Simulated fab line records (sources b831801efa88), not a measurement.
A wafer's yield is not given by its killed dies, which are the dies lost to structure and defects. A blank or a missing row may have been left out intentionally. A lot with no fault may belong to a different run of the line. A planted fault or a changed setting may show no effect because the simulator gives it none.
Matching of chambers + flow gf180mcu + 4 sister chambers for GF_V4_CMP_04 on cmp-02
The step polishes SiO2. 4 wafers are shown with their chamber, then 8 later ones without.

EACH WAFER AND ITS CHAMBER
| wafer  | chamber | motor_current_A (A) |
|--------|---------|---------------------|
| L668.2 | 2       | 16.0                |
| L674.1 | 3       | 12.9                |
| L674.5 | 1       | 10.6                |
| L680.1 | 0       | 11.3                |

WAFERS WITHOUT THEIR CHAMBER
| wafer  | motor_current_A (A) |
|--------|---------------------|
| L680.2 | 10.6                |
| L680.5 | 12.4                |
| L681.3 | 10.9                |
| L681.4 | 11.7                |
| L681.6 | 12.2                |
| L685.1 | 15.8                |
| L685.2 | 10.6                |
| L685.6 | 14.8                |

WHICH CHAMBER EACH WENT THROUGH
| wafer  | from the rows above          | in truth |
|--------|------------------------------|----------|
| L680.2 | can't be placed: 1 or 0      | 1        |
| L680.5 | can't be placed: 3 or 0      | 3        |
| L681.3 | can't be placed: 1 or 0      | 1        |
| L681.4 | can't be placed: 0 or 1 or 3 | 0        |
| L681.6 | can't be placed: 3 or 0 or 1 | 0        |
| L685.1 | 2                            | 2        |
| L685.2 | can't be placed: 1 or 0      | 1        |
| L685.6 | can't be placed: 2 or 3      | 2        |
1 of 8 placed correctly. These rows do not allow placing 7 (true chamber among the candidates in 7). Number placed wrongly: 0.
How it was worked out, from the rows above alone: a wafer's distance from a chamber is the root of the sum, over the readings, of the square of ((its reading less the chamber's mean) divided by the reading's scatter). The wafer belongs to the nearest chamber; if the next one is less than 2 further off, it can't be placed. For every chamber, the mean is computed from those of its wafers that are shown. The scatter (one wafer shown for each chamber): square how far every hidden wafer sits from the nearest shown wafer, average those squares and take the square root.
